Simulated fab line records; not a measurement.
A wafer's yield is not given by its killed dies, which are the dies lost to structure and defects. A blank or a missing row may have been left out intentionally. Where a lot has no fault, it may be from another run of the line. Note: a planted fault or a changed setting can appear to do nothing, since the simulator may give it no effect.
A single fault, viewed from 2 desks -- flow sky130 -- numbers are kept per desk, each desk with only its own; the story behind them comes last

## TOOL OWNER'S DESK, implanter-01
The tool's own readings at SKY_SD_N_IMPLANT_09, given as means over the sampled wafers that have a number, one for each lot that went through this tool. A lot is out of limits, marked OUT, if its mean lies more than 4 standard deviations from the usual mean; the brackets give that distance.
Columns: A = beamOnS at SKY_SD_N_IMPLANT_09, usual 19.0 s; B = doseIonsCm2 at SKY_SD_N_IMPLANT_09, usual 4e+15; C = endStationPressureTorr at SKY_SD_N_IMPLANT_09, usual 1.27e-05 Torr
lot,first seen here,A,B,C
L321,day 28 08:52,19.0,4e+15,1.29e-05
L322,day 28 16:22,19.4,4e+15,1.22e-05
L325,day 30 00:14,18.9,4e+15,1.27e-05
L327,day 30 21:04,19.4,4e+15,1.23e-05
L329,day 31 21:35,18.8,4e+15,1.25e-05
L335,day 33 04:37,19.6,4e+15,1.29e-05
L342,day 34 23:23,10.0 (-12) OUT,2e+15 (-99 or more) OUT,1.41e-05
L343,day 35 08:08,10.0 (-12) OUT,2e+15 (-99 or more) OUT,1.36e-05
This desk's finding: out of limits on L342, L343; first on L342, day 34 23:23 (beamOnS at SKY_SD_N_IMPLANT_09). In limits: L321, L322, L325, L327, L329, L335.

## THE METROLOGY DESK
Means of the sampled wafers that have a number, per lot and without regard to the tool the lot ran on: this is what the gauges read. A lot is out of limits, marked OUT, if its mean lies more than 4 standard deviations from the usual mean; the brackets give that distance.
Columns: A = SD_N_TW at SKY_SD_N_TW_MEAS_12, usual 3991; B = SD_N_RS at SKY_SD_N_RS_MEAS_16, usual 68.54 ohm/sq
lot,first seen here,A,B
L321,day 28 09:16,3992,68.59
L322,day 28 16:46,4006,68.48
L325,day 30 00:38,3989,68.43
L327,day 30 21:28,3968,68.56
L329,day 31 21:58,3965,68.43
L332,day 32 07:39,4011,68.69
L335,day 33 05:01,3993,68.54
L341,day 34 22:28,4013,68.57
L342,day 34 23:46,3913,77.12 (+78) OUT
L343,day 35 08:32,3875 (-5.1) OUT,77.45 (+81) OUT
This desk's result: L342, L343 out of limits, first on L342 (SD_N_RS at SKY_SD_N_RS_MEAS_16), day 35 00:04. In limits: L321, L322, L325, L327, L329, L332, L335, L341.

## BROUGHT TOGETHER
At day 34 23:23, on L342, L343, the tool owner's desk was in a position to raise an alarm.
The metrology desk could have raised an alarm at day 35 00:04, on L342, L343.
Every lot named ran SKY_SD_N_IMPLANT_09 on implanter-01.

## WHAT WAS PUT IN BY THE SIMULATOR
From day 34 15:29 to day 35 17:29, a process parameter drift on implanter-01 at SKY_SD_N_IMPLANT_09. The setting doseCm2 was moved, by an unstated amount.
Shown lots that were struck: L342, L343.
Hours from the fault's start to each desk's first reading out of limits: the tool owner's desk, 8; the metrology desk, 9.
